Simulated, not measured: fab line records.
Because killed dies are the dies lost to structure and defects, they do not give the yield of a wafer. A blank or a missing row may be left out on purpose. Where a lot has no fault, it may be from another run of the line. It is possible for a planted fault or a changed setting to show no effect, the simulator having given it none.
A struck lot beside a sound one    flow sky130    17 out of 708 route steps
Sound: wafers L606.3, L606.5, L606.6. Wafers struck: L617.1, L617.2, L617.4. The cause is given at the end.
Each step with rows lists, per side, the tool, then ch with its chambers, then its first start. Under that, the readings that differ: sound wafers    struck wafers    difference of the means    sigmas: that difference in standard deviations of wafers without a fault.
alike: same words and numbers on both sides, and readings whose means sit less than 2 such deviations apart. not compared: any withheld reading, any reading some wafer has no value for, any bound like >300 that may hide the same value, and any number with overlapping values for which the record gives no deviation.
Wherever a step has rows on one side only, a row that says differs or no value, or a row with sigmas, the two part there. Numbers that have no deviation but don't overlap get no sigmas and don't part them. A reading missing from all wafers of one side parts the sides only when that side holds two or more wafers.

first, 4 steps without rows for these wafers: SKY_LDD_LDN_SOFTBAKE_03 (time 60 s); SKY_LDD_LDN_EXPOSE_04 (exposes mask LDNTM, target cd 700 nm); SKY_LDD_LDN_PEB_05; SKY_LDD_LDN_DEVELOP_06 (develop time 60 s).
SKY_LDD_LDN_OVL_MEAS_07:
  sound on overlay-02, day 24 12:50; struck on overlay-01, day 28 15:58
  alike: LDD_LDN_OVL
then, 4 steps without rows for these wafers: SKY_LDD_LDN_IMPLANT_08; SKY_LDD_LDN_IMPLANT_09; SKY_LDD_LDN_IMPLANT_10; SKY_LDD_LDN_IMPLANT_11.
SKY_LDD_LDN_STRIP_12: strips in O2/N2.
  sound on plasma_asher-01 ch 0,1, day 24 13:30; struck on plasma_asher-03 ch 0,1, day 28 16:36
  alike: chamber_pressure_mTorr, drypump_motor_current_A, o2_flow_sccm, oes_product_au, strip_time_to_endpoint_s
  not compared: rf_hours_counter_h
SKY_LDD_LDN_TW_MEAS_13:
  sound on film_metro-01, day 24 13:35; struck on film_metro-03, day 28 16:42
  alike: LDD_LDN_TW
then, 1 step without rows for these wafers: SKY_LDD_LDN_CLEAN_14 (cleans in SC1/SC2, time 150 s).
SKY_SPACER_CVD_00: deposits Si3N4 from DCS/NH3, target thk 43.1 nm, time 740 s.
  sound on lpcvd-02 ch 0, day 24 14:10; struck on lpcvd-02 ch 0, day 28 16:52
  alike: susceptor_temp_C
SKY_SPACER_THK_MEAS_01:
  sound on film_metro-03, day 24 15:24; struck on film_metro-03, day 28 18:04
reading                 sound           struck          difference  sigmas
SPACER_CVD_00_THK (nm)  43.2 43.4 43.0  36.6 36.6 36.1  -6.8        -16
SKY_SPACER_ETCHBACK_02: etches Si3N4 in CH3F/O2, stops on SiO2, time 46.7 s, target depth 45 nm.
  sound on rie_diel-04 ch 1,2, day 24 15:26; struck on rie_diel-04 ch 1,2,3, day 28 18:08
reading                sound              struck             difference  sigmas
oes_product_au (a.u.)  0.849 0.856 0.863  0.784 0.782 0.777  -0.075      -11
  alike: chamber_pressure_mTorr, drypump_motor_current_A, throttle_valve_pct
  not compared: rf_hours_counter_h
then, 1 step without rows for these wafers: SKY_POLY_CUT_DEHYDRATE_00 (time 60 s).
-- a jump in the record: the struck wafers' starts before and after are 21 days apart (it breaks off in module POLY_CUT and resumes in module PAD_OPEN, where the first step shown is number 708 of the route) --
SKY_PAD_OPEN_PROBE_99:
  sound on prober-01, day 46 22:19; struck on prober-02, day 49 17:17
reading                                            sound                       struck                   difference  sigmas
model.etest.pfet_01v8.drive_ua_um_rim_less_centre  4.91 -1.725 1.243           6.116 9.454 10.19        +7.111      
model.etest.pfet_01v8.drive_ua_um_range            6.332 3.449 6.301           13.25 14.71 14.9         +8.93       
model.etest.nfet_01v8.drive_ua_um_rim_less_centre  0.4343 -3.539 0.5149        3.45 5.986 1.111         +4.38       
model.etest.pfet_01v8.vt_v_rim_less_centre         0.004424 0.006316 0.008286  0.01212 0.01201 0.01727  +0.00746    
model.etest.pfet_01v8.vt_v_range                   0.01283 0.01624 0.01301     0.02299 0.01648 0.02492  +0.00744    
  alike: killed_at_M0_to_M3, killed_at_M4_up, killed_at_contacts, killed_at_front_end, killed_at_other, killed_dies, killed_open, killed_short
  not compared: model.etest.nfet_01v8.drive_ua_um_range

## WHERE THEY PART
Earliest at SKY_SPACER_THK_MEAS_01; latest, in this record, at SKY_SPACER_ETCHBACK_02. Later steps at which nothing parts them and some readings are alike: SKY_PAD_OPEN_PROBE_99.

WHY: whatever the simulator had introduced
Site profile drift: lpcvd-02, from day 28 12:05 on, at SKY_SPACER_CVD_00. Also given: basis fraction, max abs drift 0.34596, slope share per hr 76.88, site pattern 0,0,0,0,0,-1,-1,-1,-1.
